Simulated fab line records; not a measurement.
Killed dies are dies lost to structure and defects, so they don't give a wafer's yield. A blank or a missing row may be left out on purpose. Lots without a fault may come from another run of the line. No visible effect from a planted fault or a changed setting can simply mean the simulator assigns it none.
The tool behind it: which one?	flow sky130	14 lots with 42 wafers sampled at 4 steps, on a route of 708 steps

WHAT EACH GAUGE READ, for each wafer
SKY_VT_ADJUST_HVTP_CD_MEAS_07: the cd target is 380 nm. Usual: cd_nm at 380.0 nm, with a standard deviation of 3.
lot	measured	on	cd_nm (nm)	flag
L248	day 5 23:02	cd_sem-02	380.9 378.9 379.8	
L251	day 6 20:46	cd_sem-02	378.8 379.4 377.5	
L252	day 7 12:25	cd_sem-02	377.6 377.5 380.5	
L253	day 7 11:56	cd_sem-01	376.6 378.6 378.5	
L254	day 8 05:11	cd_sem-02	377.6 380.8 379.7	
L255	day 8 05:28	cd_sem-01	377.4 375.4 379.9	
L256	day 8 15:16	cd_sem-02	382.2 381.1 383.9	
L265	day 10 14:02	cd_sem-02	380.7 380.4 377.8	
L267	day 11 01:49	cd_sem-02	383.4 384.9 382.9	
L268	day 11 08:31	cd_sem-02	378.6 380.3 380.1	
L270	day 11 22:46	cd_sem-01	378.3 377.7 380.2	
L271	day 12 06:56	cd_sem-02	379.9 379.3 377.9	

WHICH TOOL RAN EACH LOT (tool, then ch and the chambers of the sampled wafers, then the start)
lot	SKY_FIELD_ISO_DEVELOP_12	SKY_DNWELL_STRIP_08	SKY_NWELL_STRIP_25
L248	litho_track-01 ch 0, day 2 04:00	plasma_asher-01 ch 0,1, day 3 03:18	plasma_asher-01 ch 0,1, day 5 05:19
L251	litho_track-01 ch 0, day 2 23:00	plasma_asher-03 ch 0,1, day 3 22:00	plasma_asher-04 ch 0,1, day 6 01:46
L252	litho_track-04 ch 0, day 3 07:00	plasma_asher-01 ch 0,1, day 4 10:58	plasma_asher-02 ch 0,1, day 6 16:12
L253	litho_track-04 ch 0, day 3 07:00	plasma_asher-01 ch 1, day 4 10:37	plasma_asher-01 ch 0, day 6 16:08
L254	litho_track-03 ch 0, day 3 13:00	plasma_asher-02 ch 0,1, day 5 01:10	plasma_asher-02 ch 0,1, day 7 08:47
L255	litho_track-04 ch 0, day 3 17:00	plasma_asher-01 ch 1, day 5 01:42	plasma_asher-02 ch 0,1, day 7 09:44
L256	litho_track-04 ch 0, day 3 22:00	plasma_asher-02 ch 0,1, day 5 09:21	plasma_asher-04 ch 0,1, day 7 18:14
L263	litho_track-04, day 5 08:00	-	-
L264	litho_track-04, day 5 17:00	-	-
L265	litho_track-03 ch 0, day 5 22:00	plasma_asher-01 ch 0,1, day 7 00:43	plasma_asher-01 ch 0,1, day 9 14:49
L267	litho_track-01 ch 0, day 6 07:00	plasma_asher-02 ch 1, day 7 10:31	plasma_asher-02 ch 0,1, day 10 01:35
L268	litho_track-04 ch 0, day 6 13:00	plasma_asher-03 ch 0,1, day 7 15:08	plasma_asher-01 ch 0,1, day 10 08:01
L270	litho_track-04 ch 0, day 6 23:00	plasma_asher-02 ch 0,1, day 8 02:01	plasma_asher-04 ch 0,1, day 10 22:12
L271	litho_track-04 ch 0, day 7 05:00	plasma_asher-01 ch 0, day 8 09:13	plasma_asher-01 ch 0,1, day 11 06:22
- SKY_FIELD_ISO_DEVELOP_12: develop time 60 s.
- SKY_DNWELL_STRIP_08: strips in O2/N2.
- SKY_NWELL_STRIP_25: strips in O2/N2.

WHAT THE TOOLS THEMSELVES READ (means of the sampled wafers that have a number; where no wafer has one, the mark that the record gives instead)
SKY_FIELD_ISO_DEVELOP_12. Usual: chill_plate_temp_C at 23.01 C, with a standard deviation of 0.11.
lot	tool	chill_plate_temp_C (C)	flag
L248	litho_track-01	23.10	
L251	litho_track-01	23.14	
L252	litho_track-04	23.07	
L253	litho_track-04	22.89	
L254	litho_track-03	22.93	
L255	litho_track-04	23.12	
L256	litho_track-04	23.09	
L263	litho_track-04	-	OFF
L264	litho_track-04	-	OFF
L265	litho_track-03	23.09	
L267	litho_track-01	22.95	
L268	litho_track-04	22.90	
L270	litho_track-04	22.91	
L271	litho_track-04	22.97	

SKY_DNWELL_STRIP_08. Usual: chamber_pressure_mTorr 1499.8 mTorr, standard deviation 1.4; drypump_motor_current_A 5.8 A, standard deviation 0.39; o2_flow_sccm 3002 sccm, standard deviation 7.7; oes_product_au 0.722 a.u., standard deviation 0.0047; strip_time_to_endpoint_s 36.90 s, standard deviation 0.13.
lot	tool	chamber_pressure_mTorr (mTorr)	drypump_motor_current_A (A)	o2_flow_sccm (sccm)	oes_product_au (a.u.)	strip_time_to_endpoint_s (s)	flag
L248	plasma_asher-01	1499.5	6.0	3002	0.724	36.92	
L251	plasma_asher-03	1499.9	5.3	3006	0.719	36.83	
L252	plasma_asher-01	1499.2	6.0	3012	0.725	36.97	
L253	plasma_asher-01	1500.8	6.2	3003	0.716	36.87	
L254	plasma_asher-02	1499.9	5.7	3002	0.721	36.65	
L255	plasma_asher-01	1499.2	6.2	3001	0.723	36.92	
L256	plasma_asher-02	1500.3	5.7	3006	0.720	36.85	
L265	plasma_asher-01	1499.8	5.9	3000	0.721	36.84	
L267	plasma_asher-02	1499.3	5.4	2996	0.722	36.99	
L268	plasma_asher-03	1499.8	5.5	3012	0.725	36.89	
L270	plasma_asher-02	1500.0	5.7	2998	0.726	36.95	
L271	plasma_asher-01	1499.8	5.7	3010	0.723	36.90	

SKY_NWELL_STRIP_25. Usual: chamber_pressure_mTorr 1500 mTorr, standard deviation 3.1; drypump_motor_current_A 5.8 A, standard deviation 0.33; o2_flow_sccm 3002 sccm, standard deviation 8.7; oes_product_au 0.723 a.u., standard deviation 0.0044; strip_time_to_endpoint_s 36.95 s, standard deviation 0.092.
lot	tool	chamber_pressure_mTorr (mTorr)	drypump_motor_current_A (A)	o2_flow_sccm (sccm)	oes_product_au (a.u.)	strip_time_to_endpoint_s (s)	flag
L248	plasma_asher-01	1499	5.8	3003	0.731	37.03	
L251	plasma_asher-04	1499	5.5	3005	0.720	36.97	
L252	plasma_asher-02	1500	5.9	2997	0.723	36.89	
L253	plasma_asher-01	1500	5.7	3002	0.723	36.87	
L254	plasma_asher-02	1501	5.7	2999	0.724	37.04	
L255	plasma_asher-02	1500	5.8	3000	0.723	36.81	
L256	plasma_asher-04	1501	5.6	3005	0.720	36.89	
L265	plasma_asher-01	1501	5.9	2998	0.721	37.07	
L267	plasma_asher-02	1511	5.9	2989	0.723	37.01	OFF
L268	plasma_asher-01	1501	5.9	3004	0.720	36.89	
L270	plasma_asher-04	1500	5.5	2998	0.718	36.95	
L271	plasma_asher-01	1501	5.9	3002	0.722	36.95	

THE ANSWER, worked out from the rows above alone
Rule: a lot is off if the mean of its wafers that have a number lies more than 3 standard deviations from the usual mean. A lot without any number at a reading at which 4 lots or more have one is off too. All remaining lots with rows at the step are treated as sound. The gauges are gone through in route order, then the tools' own readings, and for those a lot's mean is taken as printed above. At the first step where some lot is off, the reading lying furthest off is the one used; lots without a number count as furthest.
Off: L263, L264 (SKY_FIELD_ISO_DEVELOP_12, chill_plate_temp_C). Without a number there: L263, L264.
A tool fits if, at that step or a process step before it, it ran every lot that is off, and no sound lot after the first of them. None of those tried fits.

WHAT WAS PUT IN BY THE SIMULATOR
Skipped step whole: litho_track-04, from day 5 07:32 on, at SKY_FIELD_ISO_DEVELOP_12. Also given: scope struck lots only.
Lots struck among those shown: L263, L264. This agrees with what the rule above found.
